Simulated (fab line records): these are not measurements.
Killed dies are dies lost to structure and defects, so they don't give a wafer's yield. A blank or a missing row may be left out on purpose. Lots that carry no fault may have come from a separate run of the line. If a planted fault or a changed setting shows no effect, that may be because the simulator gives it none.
One fault through the eyes of 2 desks / flow gf180mcu / every desk sees just its own numbers, and what lay behind them comes last

FROM THE METROLOGY DESK
What the gauges read for every lot (on any tool): the sampled wafers with a number, averaged. A lot is out of limits, marked OUT, if its mean lies more than 4 standard deviations from the usual mean; the brackets give that distance.
Columns: A = cd_nm at GF_V4_CD_MEAS_14, usual 260.1 nm; B = V4_OVL at GF_V4_OVL_MEAS_15, usual 0 nm
lot=L447; first seen here=day 24 14:47; A=260.3; B=-1
lot=L451; first seen here=day 26 01:30; A=261.9; B=-0
lot=L452; first seen here=day 26 01:35; A=259.9; B=-12
lot=L453; first seen here=day 26 12:02; A=260.1; B=1
lot=L456; first seen here=day 27 08:43; A=260.2; B=2
lot=L458; first seen here=day 28 00:41; A=260.5; B=2
lot=L461; first seen here=day 28 20:33; A=262.8; B=1
lot=L462; first seen here=day 29 00:49; A=259.6; B=3
lot=L466; first seen here=day 30 07:22; A=227.1 (-28) OUT; B=2
lot=L467; first seen here=day 30 13:54; A=225.6 (-29) OUT; B=3
lot=L468; first seen here=day 30 17:19; A=260.0; B=-4
lot=L470; first seen here=day 31 11:38; A=258.8; B=4
This desk's verdict: out of limits on L466, L467, starting with L466 at day 30 07:22 (cd_nm at GF_V4_CD_MEAS_14). In limits: L447, L451, L452, L453, L456, L458, L461, L462, L468, L470.

FOR THE TOOL OWNER'S DESK: litho_track-02
The tool's own readings at GF_V4_PEB_12 (peb time 90 s): means of the sampled wafers that have a number, for each lot that ran on this tool. A lot is out of limits, marked OUT, if its mean lies more than 4 standard deviations from the usual mean; the brackets give that distance.
Columns: A = chill_plate_temp_C at GF_V4_PEB_12, usual 23.01 C; B = heater_power_total_W at GF_V4_PEB_12, usual 85.70 W; C = plate_temp_C at GF_V4_PEB_12, usual 134.99 C
lot=L451; first seen here=day 26 01:09; A=23.05; B=85.71; C=134.98
lot=L453; first seen here=day 26 11:43; A=23.03; B=85.74; C=134.92
lot=L456; first seen here=day 27 08:23; A=23.14; B=85.70; C=135.06
lot=L458; first seen here=day 28 00:20; A=22.93; B=85.67; C=135.05
lot=L461; first seen here=day 28 20:12; A=22.98; B=85.73; C=135.00
lot=L466; first seen here=day 30 07:03; A=22.91; B=79.14 (-82) OUT; C=127.01 (-67) OUT
lot=L467; first seen here=day 30 13:33; A=23.09; B=79.19 (-81) OUT; C=127.02 (-66) OUT
This desk's verdict: out of limits on L466, L467, starting with L466 at day 30 07:03 (heater_power_total_W at GF_V4_PEB_12). In limits: L451, L453, L456, L458, L461.

ALL TOGETHER
The tool owner's desk could have raised an alarm at day 30 07:03, on L466, L467.
The metrology desk could have raised an alarm at day 30 07:22, on L466, L467.
All the named lots went through GF_V4_PEB_12 on litho_track-02.

WHAT THE SIMULATOR PUT IN
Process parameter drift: litho_track-02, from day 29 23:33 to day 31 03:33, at GF_V4_PEB_12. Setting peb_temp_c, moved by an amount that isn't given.
Lots struck among those shown: L466, L467.
Counting hours from when the fault started, the first reading out of limits came at 8 for the tool owner's desk and at 8 for the metrology desk.
